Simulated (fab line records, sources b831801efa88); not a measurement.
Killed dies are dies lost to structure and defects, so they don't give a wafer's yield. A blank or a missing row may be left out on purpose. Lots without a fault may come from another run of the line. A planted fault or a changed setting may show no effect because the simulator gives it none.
Which tool did it? | flow sky130 | 24 lots, 72 wafers sampled, at 5 steps of a route of 708

WHAT THE GAUGES READ, wafer by wafer
SKY_VIA2_RS_MEAS_22: measures by four-point-probe.
lot  | measured     | on            | VIA2_W_RS (ohm/sq)
L074 | day 36 16:53 | film_metro-04 | 0.2718 0.2776 0.2760
L075 | day 36 17:13 | film_metro-03 | 0.2733 0.2729 0.2742
L076 | day 37 01:58 | film_metro-01 | 0.2735 0.2741 0.2714
L077 | day 37 03:17 | film_metro-01 | 0.2725 0.2727 0.2765
L078 | day 37 21:30 | film_metro-01 | 0.2718 0.2716 0.2742
L079 | day 37 22:36 | film_metro-01 | 0.2719 0.2694 0.2748
L081 | day 38 10:17 | film_metro-04 | 0.2719 0.2743 0.2777
L080 | day 38 12:03 | film_metro-03 | 0.2748 0.2716 0.2702
L082 | day 38 21:29 | film_metro-03 | 0.2718 0.2728 0.2749
L083 | day 38 22:58 | film_metro-01 | 0.2750 0.2741 0.2739
L084 | day 39 01:14 | film_metro-01 | 0.2731 0.2721 0.2710
L088 | day 40 07:29 | film_metro-01 | 0.2737 0.2729 0.2699
L087 | day 40 10:16 | film_metro-04 | 0.2750 0.2738 0.2708
L085 | day 40 12:17 | film_metro-03 | 0.2745 0.2717 0.2719
L086 | day 40 12:37 | film_metro-01 | 0.2731 0.2728 0.2741
L089 | day 41 00:30 | film_metro-01 | 0.2740 0.2750 0.2749
L090 | day 41 06:26 | film_metro-03 | 0.2739 0.2728 0.2754
L091 | day 41 16:14 | film_metro-01 | 0.2769 0.2781 0.2776
L092 | day 41 20:57 | film_metro-01 | 0.2759 0.2717 0.2713
L093 | day 41 21:11 | film_metro-04 | 0.2743 0.2719 0.2737
L094 | day 42 02:12 | film_metro-01 | 0.2760 0.2769 0.2795
L095 | day 42 15:31 | film_metro-04 | 0.2718 0.2750 0.2762
L096 | day 42 23:18 | film_metro-04 | 0.2706 0.2700 0.2699
L097 | day 43 01:49 | film_metro-03 | 0.2732 0.2713 0.2707

SKY_CAPM_RS_MEAS_03: measures by four-point-probe.
lot  | measured     | on            | CAPM_TIN_RS (ohm/sq)
L074 | day 36 17:43 | film_metro-01 | 6.99 7.01 7.04
L075 | day 36 18:03 | film_metro-01 | 7.01 6.96 7.02
L076 | day 37 02:49 | film_metro-01 | 6.93 6.97 6.91
L077 | day 37 04:07 | film_metro-01 | 6.95 6.97 6.92
L078 | day 37 22:20 | film_metro-02 | 6.95 6.99 7.04
L079 | day 37 23:25 | film_metro-02 | 6.84 6.84 6.84
L081 | day 38 11:08 | film_metro-02 | 6.87 6.81 6.74
L080 | day 38 12:53 | film_metro-01 | 7.01 7.04 7.02
L082 | day 38 22:19 | film_metro-02 | 6.93 6.93 6.90
L083 | day 38 23:47 | film_metro-02 | 6.80 6.83 6.87
L084 | day 39 02:03 | film_metro-01 | 6.89 6.83 6.89
L088 | day 40 08:19 | film_metro-01 | 6.97 7.01 6.97
L087 | day 40 11:05 | film_metro-03 | 6.88 6.91 6.94
L085 | day 40 13:11 | film_metro-01 | 6.84 6.82 6.92
L086 | day 40 13:33 | film_metro-01 | 7.01 6.96 6.96
L089 | day 41 01:26 | film_metro-03 | 6.88 6.90 6.85
L090 | day 41 07:16 | film_metro-02 | 6.92 6.92 6.93
L091 | day 41 17:04 | film_metro-01 | 6.95 6.92 6.98
L092 | day 41 21:46 | film_metro-03 | 6.91 6.91 6.94
L093 | day 41 22:01 | film_metro-02 | 6.87 6.94 6.83
L094 | day 42 03:01 | film_metro-01 | 6.94 7.04 7.03
L095 | day 42 16:21 | film_metro-03 | 6.99 6.99 7.06
L096 | day 43 00:08 | film_metro-03 | 6.96 6.95 6.96
L097 | day 43 02:38 | film_metro-01 | 6.83 6.89 6.86

SKY_VIA3_OVL_MEAS_13.
lot  | measured     | on         | VIA3_OVL (nm)
L074 | day 39 23:33 | overlay-01 | 6 6 1
L075 | day 39 23:53 | overlay-01 | -7 -15 -2
L076 | day 40 09:53 | overlay-01 | 2 11 -2
L077 | day 40 10:11 | overlay-01 | -7 -5 -8
L078 | day 41 02:20 | overlay-01 | -2 -12 -10
L079 | day 41 03:45 | overlay-02 | 0 1 7
L081 | day 41 15:35 | overlay-01 | 9 4 -2
L080 | day 41 15:53 | overlay-01 | -2 7 -2
L082 | day 42 00:46 | overlay-01 | 8 2 0
L083 | day 42 03:10 | overlay-01 | -10 -6 -5
L084 | day 42 04:57 | overlay-02 | -7 -11 -11
L088 | day 43 08:47 | overlay-02 | -9 -13 -9
L087 | day 43 12:14 | overlay-02 | -6 -5 -3
L085 | day 43 13:06 | overlay-02 | 0 -1 0
L086 | day 43 14:16 | overlay-02 | -6 -8 -6
L089 | day 44 01:29 | overlay-02 | 8 2 3
L090 | day 44 06:51 | overlay-02 | -10 -12 -5
L091 | day 44 15:54 | overlay-01 | 0 8 4
L092 | day 44 20:59 | overlay-01 | 4 -3 0
L093 | day 44 21:23 | overlay-02 | 5 -4 -7
L094 | day 44 23:17 | overlay-01 | -1 -2 -3
L095 | day 45 12:59 | overlay-02 | 7 2 8
L096 | day 45 21:09 | overlay-02 | -6 -3 -11
L097 | day 45 23:39 | overlay-01 | -1 -3 4

WHICH TOOL RAN EACH LOT (tool, then ch and the chambers of the sampled wafers, then the start)
lot  | SKY_CAPM_CVD_00                 | SKY_CAPM_SPUTTER_02
L074 | pecvd-03 ch 0,1, day 36 17:29   | pvd_sputter-02, day 36 17:34
L075 | pecvd-04 ch 0,2, day 36 17:50   | pvd_sputter-04, day 36 17:55
L076 | pecvd-01 ch 0,2, day 37 02:37   | pvd_sputter-02, day 37 02:43
L077 | pecvd-04 ch 1,2, day 37 03:54   | pvd_sputter-02, day 37 03:59
L078 | pecvd-01 ch 0,1,2, day 37 22:08 | pvd_sputter-04, day 37 22:13
L079 | pecvd-04 ch 0,2, day 37 23:14   | pvd_sputter-02, day 37 23:19
L081 | pecvd-04 ch 1,2, day 38 10:56   | pvd_sputter-02, day 38 11:02
L080 | pecvd-03 ch 0,1, day 38 12:42   | pvd_sputter-02, day 38 12:47
L082 | pecvd-01 ch 1,2, day 38 22:05   | pvd_sputter-02, day 38 22:10
L083 | pecvd-04 ch 0,2, day 38 23:33   | pvd_sputter-02, day 38 23:38
L084 | pecvd-01 ch 0,1,2, day 39 01:52 | pvd_sputter-02, day 39 01:56
L088 | pecvd-04 ch 0,1, day 40 08:06   | pvd_sputter-04, day 40 08:11
L087 | pecvd-03 ch 0,2, day 40 10:53   | pvd_sputter-04, day 40 10:59
L085 | pecvd-01 ch 0,2, day 40 13:00   | pvd_sputter-03, day 40 13:05
L086 | pecvd-03 ch 0,1,2, day 40 13:19 | pvd_sputter-04, day 40 13:23
L089 | pecvd-04 ch 1,2, day 41 01:08   | pvd_sputter-02, day 41 01:13
L090 | pecvd-03 ch 0,1, day 41 07:04   | pvd_sputter-02, day 41 07:08
L091 | pecvd-03 ch 1,2, day 41 16:51   | pvd_sputter-04, day 41 16:56
L092 | pecvd-03 ch 0,1, day 41 21:35   | pvd_sputter-02, day 41 21:40
L093 | pecvd-04 ch 0,1,2, day 41 21:49 | pvd_sputter-04, day 41 21:54
L094 | pecvd-01 ch 0,2, day 42 02:50   | pvd_sputter-02, day 42 02:55
L095 | pecvd-04 ch 0,1,2, day 42 16:10 | pvd_sputter-04, day 42 16:14
L096 | pecvd-03 ch 1,2, day 42 23:54   | pvd_sputter-02, day 42 23:59
L097 | pecvd-04 ch 0,2, day 43 02:25   | pvd_sputter-03, day 43 02:30
- SKY_CAPM_CVD_00: deposits SiO2, target thk 15.5 nm.
- SKY_CAPM_SPUTTER_02: material TiN, target thk 200 nm, time 166.7 s.

WHAT THE TOOLS THEMSELVES READ (means of the sampled wafers that have a number; where no wafer has one, the mark that the record gives instead)
SKY_CAPM_CVD_00.
lot  | tool     | heater_power_w (W)
L074 | pecvd-03 | 800
L075 | pecvd-04 | 825
L076 | pecvd-01 | 735
L077 | pecvd-04 | 835
L078 | pecvd-01 | 707
L079 | pecvd-04 | 703
L081 | pecvd-04 | 857
L080 | pecvd-03 | 758
L082 | pecvd-01 | 746
L083 | pecvd-04 | 702
L084 | pecvd-01 | 717
L088 | pecvd-04 | 705
L087 | pecvd-03 | 702
L085 | pecvd-01 | 718
L086 | pecvd-03 | 758
L089 | pecvd-04 | 866
L090 | pecvd-03 | 710
L091 | pecvd-03 | 713
L092 | pecvd-03 | 823
L093 | pecvd-04 | 760
L094 | pecvd-01 | 646
L095 | pecvd-04 | 808
L096 | pecvd-03 | 771
L097 | pecvd-04 | 812

SKY_CAPM_SPUTTER_02.
lot  | tool           | cathode_dc_power_W (W) | chamber_pressure_pa (Pa) | throttle_valve_pct (%)
L074 | pvd_sputter-02 | 6499.9                 | 0.4011                   | 29.6
L075 | pvd_sputter-04 | 6500.5                 | 0.3998                   | 30.7
L076 | pvd_sputter-02 | 6500.2                 | 0.3996                   | 29.1
L077 | pvd_sputter-02 | 6499.7                 | 0.3997                   | 29.7
L078 | pvd_sputter-04 | 6499.8                 | 0.4005                   | 29.7
L079 | pvd_sputter-02 | 6499.2                 | 0.3992                   | 29.7
L081 | pvd_sputter-02 | 6500.7                 | 0.4000                   | 28.8
L080 | pvd_sputter-02 | 6499.3                 | 0.4005                   | 29.8
L082 | pvd_sputter-02 | 6499.1                 | 0.4002                   | 29.8
L083 | pvd_sputter-02 | 6499.5                 | 0.4001                   | 29.6
L084 | pvd_sputter-02 | 6501.1                 | 0.3999                   | 29.1
L088 | pvd_sputter-04 | 6501.1                 | 0.4009                   | 30.7
L087 | pvd_sputter-04 | 6501.3                 | 0.4006                   | 30.3
L085 | pvd_sputter-03 | 6499.7                 | 0.4004                   | 30.3
L086 | pvd_sputter-04 | 6499.4                 | 0.4004                   | 29.6
L089 | pvd_sputter-02 | 6499.9                 | 0.3997                   | 29.8
L090 | pvd_sputter-02 | 6499.5                 | 0.4013                   | 29.5
L091 | pvd_sputter-04 | 6500.0                 | 0.3997                   | 30.6
L092 | pvd_sputter-02 | 6499.2                 | 0.3998                   | 29.8
L093 | pvd_sputter-04 | 6499.9                 | 0.3993                   | 30.2
L094 | pvd_sputter-02 | 6499.7                 | 0.4000                   | 29.0
L095 | pvd_sputter-04 | 6499.8                 | 0.4010                   | 29.8
L096 | pvd_sputter-02 | 6499.4                 | 0.4011                   | 29.4
L097 | pvd_sputter-03 | 6500.6                 | 0.4005                   | 30.2

THE ANSWER, worked out from the rows above alone
Rule: what is usual is taken from the lots themselves. Put in order of their means at a reading, lots are off if they are a third of the lots or fewer, leave a main group of 4 or more, and stand apart from it by a gap of 3 or more times the standard deviation of the main group's means; of several such gaps the widest counts. A main group whose means are all the same, to the digits that the tables above print for the reading, isn't used. A lot without any number at a reading at which 4 lots or more have one is off too. The other lots that the step has rows for count as sound. The gauges are gone through in route order, then the tools' own readings, and for those a lot's mean is taken as printed above. The first step at which some lot is off is used, and at that step the reading that is off furthest; a lot without a number counts as furthest.
No lot is off at any reading shown: from this, nothing can be told.

WHAT THE SIMULATOR HAD PUT IN
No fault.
